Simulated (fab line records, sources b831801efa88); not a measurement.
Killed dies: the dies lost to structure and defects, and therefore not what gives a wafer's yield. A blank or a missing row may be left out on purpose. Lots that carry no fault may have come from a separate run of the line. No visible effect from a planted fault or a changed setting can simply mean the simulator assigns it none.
fab line records | flow sky130
record: lots: 11 | wafers: 33 | lastDay: 50
route steps=708 shown METAL2@500 VIA2@528 METAL4@630 PAD_OPEN@708
lots that met no fault: taken from a fault-free run of the same line
startH: hours from the record's first day to the start of the lot's first wafer shown | waitH: hours from the lot's prior step to this one | " unchanged from the row above | L1.1+2: several wafers, shown together as one row | - no value present, or no start provided | * or withheld: withheld | < > ~ a bound
route shown NAME@n: a module of which the file shows steps, and the number in the route of the first | usual: average and standard deviation across the fault-free wafers | same: alike in all rows | chamber/n: place in a boat | sites: readings site by site | _std_site: how widely they spread, as a standard deviation | _edge_site: inner sites' mean taken away from outer sites' mean | radiusMm: for every site, how far away it sits from the centre of the wafer | mask NAME#n: copy n | behind: tool/chamber where the wafer was last shaped | hold: why the lot went on hold/how many hours it stayed there/how the hold came to an end | device: names the non-switching transistor (n, p or np) | end of line: the tests these same wafers got at the end of their route | a step without rows: its recipe alone | killed: not the wafer's yield, but the dies lost to structure and defects at the first sort | map: the dies of a wafer, with x for killed, . for not killed, _ for no die there
set.NAME: the setting the step ran with; set.NAME@STEP: the setting that earlier step ran with | model.NAME: the simulator's own value behind a step, which no gauge read
one table for each step of the route and one row for each wafer, over a sample of lots
services: the hour from which a tool's chamber was out of use, counted from the record's first day as startH (under 0 if before that day), plus the number of hours and why
== steps ==
step: SKY_METAL2_DESCUM_17
recipe: chemistry: O2 | sourcePowerW: 150 | biasPowerW: 0 | pressureMtorr: 10 | tempC: 40 | timeS: 8
usual: drypumpMotorCurrentA: 5.8/0.51 | heBacksideLeakSccm: 3.3/0.48 | oesProductAu: 1.009/0.011
lot.wafer | tool        | chamber | startH | waitH | drypumpMotorCurrentA | heBacksideLeakSccm | oesProductAu | rfHoursCounterH
L504.2    | rieMetal-01 | 1       | 827.60 | 0.0   | 6.6                  | 3.3                | 1.022        | 4
L504.4    | "           | 0       | "      | "     | 5.6                  | 3.3                | 1.012        | -
L504.6    | "           | 1       | "      | "     | 6.6                  | 3.2                | 1.017        | -
L506.1    | rieMetal-04 | 0       | 851.16 | 0.0   | 5.1                  | 3.3                | 1.021        | 5
L506.5    | "           | 0       | "      | "     | 5.1                  | 3.2                | 1.028        | -
L506.6    | "           | 1       | "      | "     | 5.8                  | 3.2                | 1.011        | -
L509.3    | rieMetal-04 | 0       | 869.61 | 0.0   | 5.1                  | 3.0                | 1.024        | -
L509.4    | "           | 1       | "      | "     | 5.8                  | 3.5                | 1.009        | -
L509.5    | "           | 1       | "      | "     | 5.8                  | 3.3                | 1.011        | -
L511.2    | rieMetal-02 | 0       | 880.16 | 0.0   | 5.3                  | 3.1                | 1.001        | 16
L511.3    | "           | 0       | "      | "     | 5.3                  | 3.1                | 1.008        | -
L511.6    | "           | 0       | "      | "     | 5.3                  | 3.1                | 1.006        | -
L512.3    | rieMetal-02 | 0       | 890.32 | 0.0   | 5.3                  | 3.0                | 1.002        | -
L512.5    | "           | 0       | "      | "     | 5.3                  | 3.1                | 1.005        | -
L512.6    | "           | 1       | "      | "     | 5.8                  | 3.3                | 1.017        | -
L513.1    | rieMetal-01 | 0       | 902.25 | 0.0   | 5.6                  | 3.3                | 1.000        | 4
L513.5    | "           | 0       | "      | "     | 5.6                  | 3.2                | 1.009        | -
L513.6    | "           | 1       | "      | "     | 6.6                  | 3.4                | 1.012        | -
L514.1    | rieMetal-01 | 1       | 908.25 | 0.0   | 6.6                  | 3.6                | 1.009        | 8
L514.3    | "           | 1       | "      | "     | 6.6                  | 3.6                | 1.005        | -
L514.4    | "           | 0       | "      | "     | 5.6                  | 3.3                | 1.004        | -
L515.1    | rieMetal-01 | 0       | 918.06 | 0.0   | 5.6                  | 3.2                | 0.999        | 5
L515.3    | "           | 0       | "      | "     | 5.6                  | 3.2                | 0.994        | -
L515.5    | "           | 1       | "      | "     | 6.6                  | 3.3                | 0.997        | -
L516.3    | rieMetal-02 | 0       | 918.72 | 0.0   | 5.3                  | 3.1                | 1.012        | -
L516.5    | "           | 0       | "      | "     | 5.3                  | 3.0                | 1.011        | -
L516.6    | "           | 1       | "      | "     | 5.8                  | 3.5                | 1.003        | -
L525.2    | rieMetal-04 | 0       | 978.45 | 0.0   | 5.1                  | 3.0                | 1.032        | 9
L525.4    | "           | 0       | "      | "     | 5.0                  | 2.9                | 1.013        | -
L525.5    | "           | 0       | "      | "     | 5.1                  | 5.8                | 1.022        | -
L527.1    | rieMetal-01 | 1       | 988.75 | 0.0   | 6.7                  | 3.4                | 0.994        | 12
L527.4    | "           | 0       | "      | "     | 5.6                  | 3.2                | 1.005        | -
L527.6    | "           | 1       | "      | "     | 6.7                  | 3.3                | 0.989        | -
step: SKY_VIA2_CVD_21
recipe: material: W | targetThkNm: 420 | timeS: 126.4 | tempC: 400 | pressureTorr: 40
usual: heaterPowerW: 854/55
lot.wafer | tool    | chamber | startH  | waitH | heaterPowerW
L504.2    | cvdW-02 | 1       | 856.12  | 0.0   | 840
L504.4    | "       | 0       | "       | "     | 893
L504.6    | "       | 0       | "       | "     | 892
L506.1    | cvdW-01 | 0       | 879.22  | 0.0   | 808
L506.5    | "       | 0       | "       | "     | 813
L506.6    | "       | 1       | "       | "     | 955
L509.3    | cvdW-01 | 1       | 897.46  | 0.1   | 949
L509.4    | "       | 0       | "       | "     | 781
L509.5    | "       | 0       | "       | "     | 782
L511.2    | cvdW-02 | 1       | 906.84  | 0.0   | 888
L511.3    | "       | 1       | "       | "     | 863
L511.6    | "       | 0       | "       | "     | 884
L512.3    | cvdW-01 | 0       | 918.05  | 0.1   | 771
L512.5    | "       | 0       | "       | "     | 789
L512.6    | "       | 1       | "       | "     | 889
L513.1    | cvdW-02 | 0       | 929.22  | 0.0   | 873
L513.5    | "       | 1       | "       | "     | 867
L513.6    | "       | 0       | "       | "     | 867
L514.1    | cvdW-01 | 1       | 935.76  | 0.0   | 895
L514.3    | "       | 1       | "       | "     | 894
L514.4    | "       | 0       | "       | "     | 767
L515.1    | cvdW-01 | 0       | 944.77  | 0.0   | 789
L515.3    | "       | 1       | "       | "     | 881
L515.5    | "       | 1       | "       | "     | 896
L516.3    | cvdW-01 | 1       | 945.89  | 0.1   | 885
L516.5    | "       | 0       | "       | "     | 780
L516.6    | "       | 1       | "       | "     | 883
L525.2    | cvdW-02 | 0       | 1005.37 | 0.0   | 887
L525.4    | "       | 0       | "       | "     | 873
L525.5    | "       | 1       | "       | "     | 862
L527.1    | cvdW-02 | 0       | 1014.46 | 0.0   | 902
L527.4    | "       | 0       | "       | "     | 893
L527.6    | "       | 1       | "       | "     | 856
step: SKY_METAL4_OVL_MEAS_14
usual: METAL4_OVL: 0/5.2
lot.wafer | tool       | chamber | startH  | waitH | METAL4_OVL[nm]
L504.2    | overlay-01 | -       | 987.72  | 0.1   | -6
L504.4    | "          | -       | "       | "     | -11
L504.6    | "          | -       | "       | "     | -6
L506.1    | overlay-01 | -       | 1007.06 | 0.1   | -2
L506.5    | "          | -       | "       | "     | 1
L506.6    | "          | -       | "       | "     | 0
L509.3    | overlay-01 | -       | 1022.78 | 0.1   | -7
L509.4    | "          | -       | "       | "     | -16
L509.5    | "          | -       | "       | "     | -2
L511.2    | overlay-02 | -       | 1030.47 | 0.1   | 2
L511.3    | "          | -       | "       | "     | 2
L511.6    | "          | -       | "       | "     | -3
L512.3    | overlay-01 | -       | 1043.28 | 0.1   | -4
L512.5    | "          | -       | "       | "     | -3
L512.6    | "          | -       | "       | "     | -3
L513.1    | overlay-02 | -       | 1052.46 | 0.1   | 6
L513.5    | "          | -       | "       | "     | 4
L513.6    | "          | -       | "       | "     | 3
L514.1    | overlay-01 | -       | 1056.51 | 0.1   | -1
L514.3    | "          | -       | "       | "     | -12
L514.4    | "          | -       | "       | "     | 8
L515.1    | overlay-01 | -       | 1066.01 | 0.1   | -3
L515.3    | "          | -       | "       | "     | -2
L515.5    | "          | -       | "       | "     | -6
L516.3    | overlay-02 | -       | 1068.93 | 0.1   | 4
L516.5    | "          | -       | "       | "     | 5
L516.6    | "          | -       | "       | "     | 6
L525.2    | overlay-02 | -       | 1120.24 | 0.1   | -4
L525.4    | "          | -       | "       | "     | 4
L525.5    | "          | -       | "       | "     | -6
L527.1    | overlay-01 | -       | 1126.96 | 0.1   | 4
L527.4    | "          | -       | "       | "     | 1
L527.6    | "          | -       | "       | "     | -2
step: SKY_METAL4_METAL_ETCH_18
recipe: targetDepthA: 8450 | stopOn: SiO2 | overEtchFrac: 0.3 | timeS: 183.1 | chemistry: Cl2/BCl3 | resistSidewallDeg: 88 | pressureMtorr: 10 | icpW: 900 | biasW: 48.5 | Cl2_flow_sccm: 60 | bcl3FlowSccm: 30
usual: drypumpMotorCurrentA: 5.8/0.53 | heBacksideLeakSccm: 3.28/0.28 | oesProductAu: 0.866/0.0071 | runLengthS: 211.4/0.41 | throttleValvePct: 22.265/0.0093
lot.wafer | tool        | chamber | startH  | waitH | drypumpMotorCurrentA | heBacksideLeakSccm | oesProductAu | rfHoursCounterH | runLengthS | throttleValvePct
L504.2    | rieMetal-02 | 0       | 987.90  | 0.0   | 5.3                  | 3.10               | 0.874        | 2               | 211.3      | 22.270
L504.4    | "           | 0       | "       | "     | 5.3                  | 3.04               | 0.863        | -               | 211.6      | 22.266
L504.6    | "           | 0       | "       | "     | 5.3                  | 3.07               | 0.873        | -               | 211.4      | 22.265
L506.1    | rieMetal-02 | 1       | 1007.25 | 0.0   | 5.8                  | 3.51               | 0.864        | 22              | 212.1      | 22.273
L506.5    | "           | 0       | "       | "     | 5.3                  | 3.07               | 0.857        | -               | 211.6      | 22.272
L506.6    | "           | 1       | "       | "     | 5.8                  | 3.53               | 0.863        | -               | 212.1      | 22.243
L509.3    | rieMetal-02 | 0       | 1023.07 | 0.1   | 5.3                  | 3.17               | 0.866        | -               | 211.5      | 22.264
L509.4    | "           | 0       | "       | "     | 5.3                  | 3.13               | 0.862        | -               | 211.8      | 22.256
L509.5    | "           | 0       | "       | "     | 5.3                  | 3.10               | 0.862        | -               | 211.7      | 22.272
L511.2    | rieMetal-01 | 0       | 1030.78 | 0.0   | 5.6                  | 3.36               | 0.859        | 12              | 211.1      | 22.269
L511.3    | "           | 1       | "       | "     | 6.6                  | 3.23               | 0.851        | -               | 211.2      | 22.269
L511.6    | "           | 0       | "       | "     | 5.6                  | 3.20               | 0.863        | -               | 211.1      | 22.254
L512.3    | rieMetal-01 | 1       | 1043.64 | 0.1   | 6.6                  | 3.34               | 0.874        | -               | 211.7      | 22.255
L512.5    | "           | 1       | "       | "     | 6.6                  | 3.39               | 0.870        | -               | 210.9      | 22.276
L512.6    | "           | 0       | "       | "     | 5.6                  | 3.24               | 0.876        | -               | 210.9      | 22.267
L513.1    | rieMetal-01 | 0       | 1052.65 | 0.0   | 5.6                  | 3.18               | 0.856        | 13              | 211.7      | 22.245
L513.5    | "           | 0       | "       | "     | 5.6                  | 3.27               | 0.909        | -               | 203.3      | 22.267
L513.6    | "           | 1       | "       | "     | 6.7                  | 3.45               | 0.861        | -               | 211.2      | 22.245
L514.1    | rieMetal-01 | 0       | 1056.70 | 0.0   | 5.6                  | 3.07               | 0.872        | 14              | 211.3      | 22.261
L514.3    | "           | 1       | "       | "     | 6.6                  | 3.36               | 0.869        | -               | 211.7      | 22.263
L514.4    | "           | 0       | "       | "     | 5.6                  | 3.16               | 0.903        | -               | 203.6      | 22.264
L515.1    | rieMetal-02 | 0       | 1066.20 | 0.0   | 5.3                  | 3.07               | 0.862        | 10              | 211.9      | 22.261
L515.3    | "           | 1       | "       | "     | 5.8                  | 3.46               | 0.881        | -               | 212.1      | 22.270
L515.5    | "           | 1       | "       | "     | 5.8                  | 3.12               | 0.869        | -               | 212.0      | 22.296
L516.3    | rieMetal-01 | 1       | 1069.16 | 0.1   | 6.7                  | 3.37               | 0.861        | -               | 211.0      | 22.268
L516.5    | "           | 0       | "       | "     | 5.6                  | 3.18               | 0.924        | -               | 203.0      | 22.263
L516.6    | "           | 1       | "       | "     | 6.7                  | 3.43               | 0.857        | -               | 211.3      | 22.266
L525.2    | rieMetal-04 | 1       | 1120.47 | 0.1   | 5.8                  | 3.27               | 0.862        | -               | 211.4      | 22.276
L525.4    | "           | 1       | "       | "     | 5.8                  | 3.20               | 0.884        | -               | 210.9      | 22.260
L525.5    | "           | 1       | "       | "     | 5.8                  | 3.51               | 0.854        | -               | 211.1      | 22.272
L527.1    | rieMetal-04 | 1       | 1127.15 | 0.0   | 5.8                  | 3.46               | 0.861        | 24              | 211.4      | 22.260
L527.4    | "           | 0       | "       | "     | 5.1                  | 3.25               | 0.854        | -               | 212.3      | 22.261
L527.6    | "           | 0       | "       | "     | 5.1                  | 3.05               | 0.849        | -               | 212.2      | 22.277
step: SKY_METAL4_STRIP_19
recipe: chemistry: O2/N2 | powerW: 1400 | pressureMtorr: 1500 | platenTempC: withheld | o2FlowSccm: 3000 | n2FlowSccm: 300 | overashFraction: 0.5
usual: drypumpMotorCurrentA: 5.9/0.47 | oesProductAu: 0.498/0.0058 | stripTimeToEndpointS: 6.43/0.094
lot.wafer | tool           | chamber | startH  | waitH | drypumpMotorCurrentA | oesProductAu | rfHoursCounterH | stripTimeToEndpointS
L504.2    | plasmaAsher-02 | 0       | 988.08  | 0.1   | 6.3                  | 0.491        | 24              | 6.37
L504.4    | "              | 0       | "       | "     | 6.3                  | 0.496        | -               | 6.35
L504.6    | "              | 1       | "       | "     | 6.4                  | 0.491        | -               | 6.36
L506.1    | plasmaAsher-02 | 0       | 1007.43 | 0.1   | 6.3                  | 0.495        | 26              | 6.43
L506.5    | "              | 0       | "       | "     | 6.3                  | 0.497        | -               | 6.52
L506.6    | "              | 1       | "       | "     | 6.5                  | 0.503        | -               | 6.48
L509.3    | plasmaAsher-02 | 1       | 1023.34 | 0.2   | 6.4                  | 0.497        | -               | 6.40
L509.4    | "              | 0       | "       | "     | 6.3                  | 0.503        | -               | 6.42
L509.5    | "              | 0       | "       | "     | 6.3                  | 0.496        | -               | 6.39
L511.2    | plasmaAsher-02 | 1       | 1030.96 | 0.1   | 6.5                  | 0.501        | 28              | 6.50
L511.3    | "              | 0       | "       | "     | 6.3                  | 0.496        | -               | 6.43
L511.6    | "              | 1       | "       | "     | 6.4                  | 0.509        | -               | 6.55
L512.3    | plasmaAsher-01 | 1       | 1043.79 | 0.1   | 5.4                  | 0.495        | -               | 6.36
L512.5    | "              | 1       | "       | "     | 5.4                  | 0.499        | -               | 6.36
L512.6    | "              | 0       | "       | "     | 5.5                  | 0.498        | -               | 6.45
L513.1    | plasmaAsher-02 | 1       | 1052.83 | 0.1   | 6.5                  | 0.495        | 30              | 6.47
L513.5    | "              | 1       | "       | "     | 6.4                  | 0.513        | -               | 6.76
L513.6    | "              | 0       | "       | "     | 6.3                  | 0.489        | -               | 6.37
L514.1    | plasmaAsher-01 | 1       | 1056.88 | 0.1   | 5.4                  | 0.502        | 96              | 6.53
L514.3    | "              | 0       | "       | "     | 5.5                  | 0.495        | -               | 6.41
L514.4    | "              | 1       | "       | "     | 5.5                  | 0.517        | -               | 6.72
L515.1    | plasmaAsher-02 | 1       | 1066.38 | 0.1   | 6.5                  | 0.505        | 32              | 6.41
L515.3    | "              | 1       | "       | "     | 6.4                  | 0.505        | -               | 6.58
L515.5    | "              | 0       | "       | "     | 6.3                  | 0.512        | -               | 6.53
L516.3    | plasmaAsher-02 | 0       | 1069.31 | 0.1   | 6.3                  | 0.494        | -               | 6.36
L516.5    | "              | 0       | "       | "     | 6.2                  | 0.509        | -               | 6.69
L516.6    | "              | 1       | "       | "     | 6.4                  | 0.494        | -               | 6.43
L525.2    | plasmaAsher-02 | 0       | 1120.77 | 0.2   | 6.2                  | 0.506        | 37              | 6.40
L525.4    | "              | 0       | "       | "     | 6.2                  | 0.499        | -               | 6.42
L525.5    | "              | 0       | "       | "     | 6.3                  | 0.494        | -               | 6.39
L527.1    | plasmaAsher-02 | 1       | 1127.33 | 0.1   | 6.4                  | 0.489        | 38              | 6.39
L527.4    | "              | 0       | "       | "     | 6.2                  | 0.491        | -               | 6.25
L527.6    | "              | 0       | "       | "     | 6.3                  | 0.486        | -               | 6.23
step: SKY_PAD_OPEN_PROBE_99
usual: defectLimitedYield: 82.3/2.1 | killed_at_M0_to_M3: 45/6.9 | killed_at_M4_up: 3.1/1.7 | killedAtContacts: 24/5.7 | killedAtFrontEnd: 15/4.6 | killedAtOther: 0.3/0.57 | killedDies: 87/10 | killedOpen: 48/7.4 | killedShort: 39/6.7 | sort_bin_3_pad_short: 0.9/0.41 | sort_bin_5_function: 10.4/1.5 | sort_bin_6_memory: 6.4/1.1 | sortNPass: 405/10 | sortYieldPct: 82.3/2.1
same: grossDies: 492 | killedAtBackSide: 0 | sort_bin_4_leakage[%]: 0 | sort_bin_8_speed[%]: 0
lot.wafer | tool      | chamber | startH  | waitH | defectLimitedYield[%] | killed_at_M0_to_M3 | killed_at_M4_up | killedAtContacts | killedAtFrontEnd | killedAtOther | killedDies | killedOpen | killedShort | sort_bin_3_pad_short[%] | sort_bin_5_function[%] | sort_bin_6_memory[%] | sortNPass | sortYieldPct[%]
L511.2    | prober-02 | -       | 1120.76 | 0.1   | 84.3                  | 36                 | 4               | 13               | 23               | 1             | 77         | 35         | 42          | 0.6                     | 10.2                   | 4.9                  | 415       | 84.3
L511.3    | prober-02 | -       | 1120.81 | 0.2   | 82.7                  | 43                 | 3               | 22               | 17               | 0             | 85         | 55         | 30          | 0.8                     | 8.3                    | 8.1                  | 407       | 82.7
L511.6    | prober-02 | -       | 1120.96 | 0.2   | 83.3                  | 43                 | 2               | 16               | 20               | 1             | 82         | 43         | 39          | 1.0                     | 10.2                   | 5.5                  | 410       | 83.3
killed by level:class
L511.2 FIELD_ISO:geometricParticle:short=11 VIA2:geometricParticle:open=8 CONTACT:geometricParticle:open=6 VIA1:geometricParticle:open=6 METAL3:geometricParticle:short=5 METAL2:geometricParticle:short=3 POLY_GATE:geometricParticle:open=3 POLY_GATE:geometricParticle:short=3
L511.3 LI_CONTACT:geometricParticle:open=12 VIA3:geometricParticle:open=12 CONTACT:geometricParticle:open=6 METAL1:geometricParticle:short=6 VIA1:geometricParticle:open=6 FIELD_ISO:geometricParticle:short=5 POLY_GATE:geometricParticle:open=5 VIA1:geometricParticle:short=5
L511.6 VIA1:geometricParticle:open=10 POLY_GATE:geometricParticle:short=6 METAL1:geometricParticle:short=6 LOCAL_INTERCONNECT:geometricParticle:short=6 CONTACT:geometricParticle:open=6 VIA3:geometricParticle:open=6 FIELD_ISO:geometricParticle:open=5 POLY_GATE:geometricParticle:open=5
== services ==
tool           | chamber | startH  | hours | kind
cvdW-02        | -       | 804.69  | 0.3   | repair
cvdW-01        | -       | 812.89  | 1.3   | repair
plasmaAsher-02 | -       | 851.93  | 4.4   | repair
plasmaAsher-02 | -       | 878.65  | 6.3   | repair
rieMetal-04    | -       | 894.34  | 28.1  | pm
cvdW-01        | -       | 904.00  | 14.0  | pm
cvdW-02        | -       | 904.61  | 1.0   | repair
rieMetal-01    | -       | 931.16  | 4.3   | pm
rieMetal-04    | -       | 945.63  | 1.4   | pm
cvdW-01        | 1       | 955.17  | 20.8  | repair
plasmaAsher-01 | -       | 973.34  | 0.6   | repair
cvdW-01        | -       | 989.20  | 6.9   | pm
plasmaAsher-02 | -       | 1001.97 | 5.1   | repair
cvdW-01        | -       | 1003.70 | 2.7   | repair
rieMetal-04    | -       | 1006.62 | 2.8   | pm
cvdW-02        | 1       | 1016.39 | 2.8   | repair
rieMetal-02    | 1       | 1020.23 | 7.6   | repair
cvdW-01        | -       | 1026.30 | 0.6   | repair
cvdW-01        | 1       | 1033.40 | 7.3   | repair
cvdW-02        | 1       | 1040.42 | 5.9   | repair
plasmaAsher-02 | -       | 1072.80 | 1.4   | repair
cvdW-02        | 1       | 1085.78 | 3.0   | repair
rieMetal-01    | 0       | 1111.80 | 1.5   | repair
rieMetal-04    | 0       | 1113.05 | 9.0   | repair
== key ==
firstSign: step: SKY_METAL4_METAL_ETCH_18 | reading: runLengthS | direction: down | sigmas: 20 | usual: * | struck: *
effect: step: SKY_METAL4_METAL_ETCH_18 | reading: oesProductAu | direction: up | sigmas: 6.5 | usual: 0.866 | struck: 0.912
effect: step: SKY_METAL4_STRIP_19 | reading: stripTimeToEndpointS | direction: up | sigmas: 3.1 | usual: * | struck: *
metAt SKY_METAL4_METAL_ETCH_18
struckLots L513,L514,L516
struckWafers L513.5,L514.4,L516.5
notActingAt SKY_METAL2_DESCUM_17,SKY_VIA2_CVD_21,SKY_METAL4_OVL_MEAS_14
onsetBetween 1043.64 1052.65
fault: kind: processParameterDrift | tool: rieMetal-01 | chamber: - | onsetH: 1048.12 | steps: SKY_METAL4_METAL_ETCH_18 | channel: timeS | offset: * | shape: step | endH: 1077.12 | scope: struckWafersOnly | actsIn: * | stated: *
